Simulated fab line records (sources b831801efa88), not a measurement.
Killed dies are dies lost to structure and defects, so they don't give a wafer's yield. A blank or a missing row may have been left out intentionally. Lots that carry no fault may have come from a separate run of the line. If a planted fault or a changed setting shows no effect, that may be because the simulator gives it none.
fab line records ; flow sky130
record: lots: 14; wafers: 42; last_day: 50
route steps=708 shown GATE_OXIDE@202 PAD_OPEN@708
lots that met no fault: from a run of the same line without faults
start_h: start of the lot's first displayed wafer, in hours after the record's first day ; wait_h: hours from the lot's prior step to this one ; " same as the row above ; L1.1+2: a row that stands for several wafers ; - value missing, or start not given ; * or withheld: withheld ; < > ~ a bound
route shown NAME@n: names a module that has steps shown in the file, with the first one's number in the route ; usual: average and standard deviation across the fault-free wafers ; same: alike in all rows ; chamber/n: place in a boat ; sites: the reading at each site ; _std_site: standard deviation across them ; _edge_site: mean of outer sites minus mean of inner sites ; radius_mm: for every site, how far away it sits from the centre of the wafer ; mask NAME#n: copy n ; behind: the last tool/chamber to shape the wafer ; hold: what put the lot on hold/how long, in hours/how the hold closed ; device: whichever transistor did not switch (one of n, p or np) ; end of line: the route-end tests of the same wafers ; for a step that has no rows: nothing shown but its recipe ; killed: dies lost to structure and defects at the first sort, not the wafer's yield ; map: a wafer's dies, marking killed ones x, the rest . and places with no die _
set.NAME: the setting the step ran with; set.NAME@STEP: the setting that earlier step ran with ; model.NAME: the simulator's own value behind a step, which no gauge read
a sample of lots followed through the steps of the route, with each step as a table and each wafer as a row
services: from which hour (start_h, from the record's first day; less than 0 if before it) a tool's chamber was out of use, for how many hours, and why
== steps ==
step: SKY_GATE_OXIDE_CLEAN_15
recipe: chemistry: SC1/SC2; mix: 1:4:20; temp_c: 70; time_s: 150; dry: n2_spin
usual: bath_guard_temp_C: 69.8/0.58; bath_heat_duty_pct: 13.2/1.4; run_length_s: 178/3.2
lot.wafer;tool;chamber;start_h;wait_h;bath_guard_temp_C;bath_heat_duty_pct;run_length_s
L830.1;wet_bench-04;1;311.09;0.1;69.9;15.0;179
L830.3;wet_bench-04;1;311.09;0.1;70.1;15.9;179
L830.6;wet_bench-04;1;311.09;0.1;70.1;14.4;179
L831.3;wet_bench-01;2;324.37;0.0;68.7;12.2;176
L831.5;wet_bench-01;2;324.37;0.0;68.5;12.6;176
L831.6;wet_bench-01;2;324.37;0.0;69.3;11.7;176
L832.1;wet_bench-04;0;324.68;0.1;70.2;15.0;178
L832.2;wet_bench-04;0;324.68;0.1;70.0;13.0;178
L832.5;wet_bench-04;0;324.68;0.1;69.9;12.7;178
L834.1;wet_bench-04;1;341.84;0.1;70.0;15.2;178
L834.3;wet_bench-04;1;341.84;0.1;70.2;16.0;178
L834.6;wet_bench-04;1;341.84;0.1;70.0;14.3;178
L836.1;wet_bench-01;3;365.08;0.1;69.5;12.4;177
L836.2;wet_bench-01;3;365.08;0.1;69.1;10.7;177
L836.3;wet_bench-01;3;365.08;0.1;69.7;12.5;177
L838.1;wet_bench-04;2;370.88;0.1;70.1;13.4;177
L838.2;wet_bench-04;2;370.88;0.1;70.0;14.9;177
L838.4;wet_bench-04;2;370.88;0.1;70.1;13.6;177
L840.1;wet_bench-01;3;392.05;0.1;69.5;11.6;184
L840.2;wet_bench-01;3;392.05;0.1;69.4;11.4;184
L840.6;wet_bench-01;3;392.05;0.1;69.8;13.1;184
L841.3;wet_bench-01;1;407.58;0.0;70.1;15.3;176
L841.5;wet_bench-01;1;407.58;0.0;70.3;16.6;176
L841.6;wet_bench-01;1;407.58;0.0;70.4;16.9;176
L842.1;wet_bench-04;1;409.28;0.1;70.1;13.1;215
L842.5;wet_bench-04;1;409.28;0.1;70.2;14.7;215
L842.6;wet_bench-04;1;409.28;0.1;69.6;15.2;215
L843.2;wet_bench-01;2;418.37;0.0;68.6;12.1;176
L843.5;wet_bench-01;2;418.37;0.0;69.2;13.2;176
L843.6;wet_bench-01;2;418.37;0.0;68.5;11.4;176
L844.1;wet_bench-04;0;424.62;0.1;70.2;12.2;208
L844.5;wet_bench-04;0;424.62;0.1;69.8;13.0;208
L844.6;wet_bench-04;0;424.62;0.1;70.0;14.6;208
L851.2;wet_bench-02;1;482.97;0.0;70.7;11.0;176
L851.4;wet_bench-02;1;482.97;0.0;71.0;13.3;176
L851.6;wet_bench-02;1;482.97;0.0;70.8;12.8;176
L852.4;wet_bench-02;2;498.61;0.0;70.2;12.6;176
L852.5;wet_bench-02;2;498.61;0.0;70.7;15.3;176
L852.6;wet_bench-02;2;498.61;0.0;70.4;13.6;176
L853.1;wet_bench-01;2;506.51;0.1;69.0;12.6;177
L853.4;wet_bench-01;2;506.51;0.1;68.5;11.4;177
L853.5;wet_bench-01;2;506.51;0.1;68.6;12.6;177
step: SKY_PAD_OPEN_PROBE_99
usual: killed_at_M0_to_M3: 43/6.6; killed_at_M4_up: 3.4/1.8; killed_at_contacts: 24/4.9; killed_at_front_end: 15/4.1; killed_at_other: 0.3/0.55; killed_dies: 85/8.8; killed_open: 46/6.1; killed_short: 39/5.7
same: gross_dies: 492; killed_at_back_side: 0
lot.wafer;tool;chamber;start_h;wait_h;killed_at_M0_to_M3;killed_at_M4_up;killed_at_contacts;killed_at_front_end;killed_at_other;killed_dies;killed_open;killed_short
L841.3;prober-01;-;1145.80;0.2;39;5;35;11;0;90;42;48
L853.1;prober-01;-;1199.66;0.1;43;3;26;20;1;93;51;42
L853.4;prober-01;-;1199.81;0.2;32;3;29;8;0;72;43;29
L853.5;prober-01;-;1199.86;0.2;50;3;24;12;0;89;51;38
killed by level:class
L841.3 LI_CONTACT:geometric_particle:open=10 CONTACT:geometric_particle:short=7 LOCAL_INTERCONNECT:geometric_particle:short=6 VIA1:geometric_particle:short=6 METAL2:geometric_particle:short=6 VIA3:geometric_particle:open=6 LI_CONTACT:geometric_particle:short=5 CONTACT:geometric_particle:open=5
L853.1 VIA1:geometric_particle:open=10 CONTACT:geometric_particle:open=9 VIA1:geometric_particle:short=7 LI_CONTACT:geometric_particle:open=7 FIELD_ISO:geometric_particle:open=6 METAL1:geometric_particle:short=6 POLY_GATE:geometric_particle:open=5 CONTACT:geometric_particle:short=5
L853.4 CONTACT:geometric_particle:open=17 VIA1:geometric_particle:open=10 SPACER:geometric_particle:short=4 LI_CONTACT:geometric_particle:open=4 METAL1:geometric_particle:short=4 CONTACT:geometric_particle:short=4 METAL3:geometric_particle:short=4 VIA3:geometric_particle:open=4
L853.5 VIA1:geometric_particle:open=13 VIA2:geometric_particle:open=11 CONTACT:geometric_particle:open=10 CONTACT:geometric_particle:short=6 LI_CONTACT:geometric_particle:open=6 METAL1:geometric_particle:short=5 VIA1:geometric_particle:short=5 POLY_GATE:geometric_particle:short=4
== services ==
tool;chamber;start_h;hours;kind
wet_bench-02;-;352.23;103.7;pm
wet_bench-04;-;361.44;1.3;repair
wet_bench-04;-;413.20;2.8;repair
wet_bench-04;-;452.82;1.9;pm
wet_bench-02;-;483.98;1.5;repair
== key ==
first_sign: step: SKY_GATE_OXIDE_CLEAN_15; reading: run_length_s; direction: up; sigmas: 10; usual: *; struck: *
effect none on later readings
met_at SKY_GATE_OXIDE_CLEAN_15
struck_lots L842,L844
tester_left_out L842,L844
onset_between 370.88 409.28
fault: kind: process_parameter_drift; tool: wet_bench-04; chamber: -; onset_h: 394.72; steps: SKY_GATE_OXIDE_CLEAN_15; channel: time_s; offset: *; shape: step; end_h: 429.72; acts_in: *; stated: *
tester_left_out: of these lots the tester's yield and bins aren't shown, on N5 and GAA mostly nor the transistor test; their killed dies are dies lost to structure and defects alone, not to doping, threshold or leakage, so they don't give the yield
